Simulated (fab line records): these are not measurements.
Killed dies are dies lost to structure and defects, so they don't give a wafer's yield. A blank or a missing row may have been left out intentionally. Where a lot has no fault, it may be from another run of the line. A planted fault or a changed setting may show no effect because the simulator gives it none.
Which tool was responsible? :: flow sfqLine :: 14 lots (42 wafers sampled), 1 step of a 325-step route

WHAT EACH GAUGE READ, for each wafer
SFQ_I1_BOW_MEAS_912. Usual: I1_BOW gives 0 um (standard deviation 7.8).
lot: L328
measured: day 11 09:46
on: filmMetro-02
I1_BOW (um): 5 0 -1
flag: 

lot: L330
measured: day 11 20:44
on: filmMetro-03
I1_BOW (um): 14 1 -2
flag: 

lot: L332
measured: day 12 09:35
on: filmMetro-01
I1_BOW (um): -7 -6 -11
flag: 

lot: L333
measured: day 12 20:00
on: filmMetro-02
I1_BOW (um): -7 -7 -5
flag: 

lot: L334
measured: day 12 23:01
on: filmMetro-03
I1_BOW (um): -5 -3 -13
flag: 

lot: L335
measured: day 13 06:12
on: filmMetro-01
I1_BOW (um): -4 1 -3
flag: 

lot: L343
measured: day 16 14:50
on: filmMetro-02
I1_BOW (um): 7 1 1
flag: 

lot: L344
measured: day 16 22:28
on: filmMetro-03
I1_BOW (um): -4 12 5
flag: 

lot: L345
measured: day 17 04:28
on: filmMetro-02
I1_BOW (um): -1 0 -1
flag: 

lot: L346
measured: day 17 16:02
on: filmMetro-02
I1_BOW (um): 3 -6 1
flag: 

lot: L347
measured: day 17 23:16
on: filmMetro-03
I1_BOW (um): 3 9 9
flag: 

lot: L348
measured: day 18 09:16
on: filmMetro-01
I1_BOW (um): -6 3 -3
flag: 

lot: L349
measured: day 18 19:01
on: filmMetro-01
I1_BOW (um): -8 -6 -11
flag: 

lot: L350
measured: day 19 00:16
on: filmMetro-02
I1_BOW (um): 22 8 14
flag: 

EACH LOT AND THE TOOL THAT RAN IT (in order: tool; ch and the chambers of the sampled wafers; start)
There is no process step in the record ahead of these readings.

WHAT THE TOOLS THEMSELVES READ (means of the sampled wafers that have a number; where no wafer has one, the mark that the record gives instead)
The record holds no such reading with a usual standard deviation.

THE ANSWER, worked out from the rows above alone
Rule: take the mean of a lot's wafers that have a number; if it is more than 3 standard deviations from the usual mean, the lot is off. Also off: a lot with no number at a reading for which 4 or more lots have one. Any other lot the step has rows for is counted as sound. First the gauges in route order, then the tools' own readings, where a lot's mean is used as printed above. At the first step where some lot is off, the reading lying furthest off is the one used; lots without a number count as furthest.
None of the lots is off at any reading shown; this tells nothing.

WHAT THE SIMULATOR PUT IN
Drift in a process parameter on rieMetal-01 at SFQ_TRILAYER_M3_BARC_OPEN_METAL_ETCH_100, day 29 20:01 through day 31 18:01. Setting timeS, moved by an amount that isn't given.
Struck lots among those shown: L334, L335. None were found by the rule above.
